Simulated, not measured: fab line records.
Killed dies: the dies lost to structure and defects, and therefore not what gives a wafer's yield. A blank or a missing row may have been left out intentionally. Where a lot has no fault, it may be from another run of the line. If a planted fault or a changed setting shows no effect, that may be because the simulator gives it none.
A struck lot beside a sound one | flow sky130 | 17 out of 708 route steps
Sound: wafers L604.1, L604.4, L604.6. Struck: wafers L595.1, L595.4, L595.6. The cause comes at the end.
Per side, at each step with rows, come the tool, then ch with its chambers, and then its first start. Under that, the readings that differ: sound wafers | struck wafers | difference of the means | sigmas: that difference in standard deviations of wafers without a fault.
alike: readings with means less than 2 such deviations apart, plus words and numbers identical on both sides. not compared: withheld readings, readings lacking a value on some wafer, bounds such as >300 that could conceal the same value, and numbers that have no deviation in the record and whose values overlap.
The two part at a step that has a row with sigmas, a row that says differs or no value, or rows on one side only. Numbers that don't overlap but have no deviation are shown without sigmas and don't part them. A reading missing from all wafers of one side parts the sides only when that side holds two or more wafers.

first, 1 step without rows for these wafers: SKY_VT_ADJUST_NCORE_IMPLANT_09.
SKY_VT_ADJUST_NCORE_STRIP_10: strips in O2/N2.
  sound on plasma_asher-02 ch 0,1, day 13 05:32; struck on plasma_asher-02 ch 0,1, day 10 18:04
  alike: drypump_motor_current_A, oes_product_au, strip_time_to_endpoint_s
  not compared: rf_hours_counter_h
SKY_VT_ADJUST_NCORE_TW_MEAS_11:
  sound on film_metro-01, day 13 05:38; struck on film_metro-02, day 10 18:10
  alike: VT_ADJUST_NCORE_TW
then, 7 steps without rows for these wafers: SKY_VT_ADJUST_HVTR_DEHYDRATE_00 (time 60 s); SKY_VT_ADJUST_HVTR_HMDS_01 (prime time 60 s); SKY_VT_ADJUST_HVTR_COAT_02 (resist thk 1140 nm); SKY_VT_ADJUST_HVTR_SOFTBAKE_03 (time 60 s); SKY_VT_ADJUST_HVTR_EXPOSE_04 (exposes mask HVTRM, target cd 380 nm); SKY_VT_ADJUST_HVTR_PEB_05; SKY_VT_ADJUST_HVTR_DEVELOP_06 (develop time 60 s).
SKY_VT_ADJUST_HVTR_CD_MEAS_07: target cd 380 nm.
  sound on cd_sem-02, day 14 05:10; struck on cd_sem-02, day 11 16:59
  alike: cd_nm
SKY_VT_ADJUST_HVTR_OVL_MEAS_08:
  sound on overlay-01, day 14 05:17; struck on overlay-01, day 11 17:07
  alike: VT_ADJUST_HVTR_OVL
SKY_VT_ADJUST_HVTR_IMPLANT_09:
  sound on implanter-01 ch 0, day 14 05:19; struck on implanter-02 ch 0, day 11 17:08
  reading            | sound                            | struck                        | difference | sigmas
  dose_ions_cm2      | 2.1036e+12 2.1001e+12 2.1017e+12 | 2.093e+11 2.084e+11 2.104e+11 | -1.892e+12 | -99 or more
  faraday_current_uA | 11.14 11.89 11.57                | 1.14 1.17 1.19                | -10.37     | -43
  alike: beam_on_s
SKY_VT_ADJUST_HVTR_STRIP_10: strips in O2/N2.
  sound on plasma_asher-02 ch 0,1, day 14 05:28; struck on plasma_asher-02 ch 0,1, day 11 17:17
  alike: drypump_motor_current_A, oes_product_au, strip_time_to_endpoint_s
  not compared: rf_hours_counter_h
SKY_VT_ADJUST_HVTR_TW_MEAS_11:
  sound on film_metro-01, day 14 05:34; struck on film_metro-04, day 11 17:23
  reading           | sound             | struck            | difference | sigmas
  VT_ADJUST_HVTR_TW | 212.3 212.4 212.5 | 116.5 116.5 116.0 | -96.1      | -69
then, 1 step without rows for these wafers: SKY_VT_ADJUST_PCH_DEHYDRATE_00 (time 60 s).
-- a jump in the record: the struck wafers' starts before and after are 36 days apart (it breaks off in module VT_ADJUST_PCH and resumes in module PAD_OPEN, where the first step shown is number 708 of the route) --
SKY_PAD_OPEN_PROBE_99:
  sound on prober-02, day 49 10:47; struck on prober-01, day 47 19:56
  reading                                   | sound                   | struck                  | difference | sigmas
  model.etest.pfet_01v8_mvt.drive_ua_um     | 152.3 151.7 152.8       | 117.7 115.4 119.4       | -34.8      |
  model.etest.pfet_01v8_mvt.off_log10_a_um  | -10.57 -10.57 -10.54    | -12.77 -12.81 -12.72    | -2.21      |
  model.etest.pfet_01v8_mvt.vt_sat_v (V)    | -0.5535 -0.5564 -0.5486 | -0.8146 -0.8232 -0.808  | -0.2624    |
  model.etest.pfet_01v8_mvt.vt_v (V)        | -0.6382 -0.6392 -0.6345 | -0.8643 -0.868 -0.8564  | -0.2256    |
  model.etest.pfet_01v8_mvt.vt_long_v (V)   | -0.8424 -0.8449 -0.8409 | -1.046 -1.044 -1.04     | -0.201     |
  model.etest.pfet_01v8_mvt.body_rise_v (V) | -0.1933 -0.1945 -0.1973 | -0.1833 -0.1844 -0.1826 | +0.0116    |
  alike: killed_at_M0_to_M3, killed_at_M4_up, killed_at_contacts, killed_at_front_end, killed_at_other, killed_dies, killed_open, killed_short

== WHERE THEY PART ==
Last at SKY_VT_ADJUST_HVTR_TW_MEAS_11 as far as this record goes, first at SKY_VT_ADJUST_HVTR_IMPLANT_09. Later steps at which nothing parts them and some readings are alike: SKY_PAD_OPEN_PROBE_99.

WHY: the cause the simulator had injected
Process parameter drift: implanter-02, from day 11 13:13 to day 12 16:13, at SKY_VT_ADJUST_HVTR_IMPLANT_09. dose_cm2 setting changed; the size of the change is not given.
